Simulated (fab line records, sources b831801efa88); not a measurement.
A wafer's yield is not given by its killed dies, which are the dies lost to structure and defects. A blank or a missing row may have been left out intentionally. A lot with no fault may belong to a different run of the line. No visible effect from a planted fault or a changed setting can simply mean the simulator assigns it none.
Chamber matching ; flow gf180mcu ; GF_V3_CMP_04 on cmp-02: 4 sister chambers
The step polishes SiO2. 16 wafers are shown with their chamber, then 7 later ones without.

== EACH WAFER AND ITS CHAMBER ==
wafer;chamber;motorCurrentA (A);timeToEndpointS (s)
L303.1;3;10.7;77
L303.2;1;10.0;87
L303.4;2;12.2;79
L307.2;1;10.6;71
L307.4;3;11.7;81
L307.5;0;11.4;77
L308.3;3;11.7;83
L308.4;2;12.0;75
L308.5;0;11.5;80
L311.1;3;10.9;84
L311.5;2;12.3;82
L311.6;1;10.4;88
L315.1;1;10.7;81
L315.4;2;11.9;84
L315.5;2;11.7;80
L316.4;3;11.3;89

SIGNATURES (means of the wafers above)
reading;chamber 0;chamber 1;chamber 2;chamber 3;scatter within a chamber
motorCurrentA;11.450;10.425;12.020;11.260;0.336
timeToEndpointS;78.50;81.75;80.00;82.80;5.08
Rule: for a wafer and a chamber, the distance is found by dividing, reading by reading, the gap between the wafer's reading and the chamber's mean by the reading's scatter, squaring, summing and taking the root. If the next closest chamber is less than 2 further off than the closest, the wafer can't be placed; otherwise it belongs to the closest. The scatter is the square root of a quotient: the sum, over the shown wafers, of each reading's squared deviation from its chamber's mean, divided by wafers minus chambers.

== WAFERS WITH NO CHAMBER GIVEN ==
wafer;motorCurrentA (A);timeToEndpointS (s)
L316.5;11.7;82
L316.6;12.1;81
L318.1;11.7;73
L318.2;11.7;78
L318.4;10.5;85
L320.3;10.4;83
L320.5;12.0;82

== WHICH CHAMBER EACH ONE RAN IN ==
wafer;from the rows above;in truth
L316.5;can't be placed: 0 or 2 or 3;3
L316.6;can't be placed: 2 or 0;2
L318.1;can't be placed: 0 or 2 or 3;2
L318.2;can't be placed: 0 or 2 or 3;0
L318.4;can't be placed: 1 or 3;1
L320.3;1;1
L320.5;can't be placed: 2 or 0 or 3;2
Correctly placed: 1 of 7. From these rows, 6 cannot be placed; in 6 the true chamber is one of the candidates. Placed wrongly: 0.
